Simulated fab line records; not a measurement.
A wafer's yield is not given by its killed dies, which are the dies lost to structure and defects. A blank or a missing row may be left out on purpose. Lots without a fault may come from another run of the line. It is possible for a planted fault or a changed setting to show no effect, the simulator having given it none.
What tool caused it?    flow sky130    route of 708 steps, sampled at 1 step: 6 lots, 18 wafers

## WHAT THE GAUGES READ, wafer by wafer
SKY_METAL1_THK_MEAS_06: measures by xrf.
lot   measured      on             METAL1_ALCU_THK (nm)
L713  day 33 20:27  film_metro-02  248.6 249.8 249.3
L716  day 34 17:56  film_metro-04  252.1 257.5 251.4
L723  day 36 10:12  film_metro-03  252.3 253.8 253.1
L726  day 37 12:14  film_metro-02  251.0 255.4 250.0
L729  day 38 07:01  film_metro-02  247.5 249.4 249.3
L731  day 38 12:35  film_metro-03  250.8 249.7 250.4

## WHICH TOOL RAN EACH LOT (tool, then ch and the chambers of the sampled wafers, then the start)
The record holds no process step before these readings.

## THE ANSWER, worked out from the rows above alone
Rule: usual is defined by the lots themselves. Put in order of their means at a reading, lots are off if they are a third of the lots or fewer, leave a main group of 4 or more, and stand apart from it by a gap of 3 or more times the standard deviation of the main group's means; of several such gaps the widest counts. If all means in a main group match to the digits the tables above print for the reading, that group is not used. A lot without any number at a reading at which 4 lots or more have one is off too. Where the step has rows for the other lots, those lots are counted as sound.
Nothing can be told from this: no lot is off at any reading shown.

## WHAT WAS PUT IN BY THE SIMULATOR
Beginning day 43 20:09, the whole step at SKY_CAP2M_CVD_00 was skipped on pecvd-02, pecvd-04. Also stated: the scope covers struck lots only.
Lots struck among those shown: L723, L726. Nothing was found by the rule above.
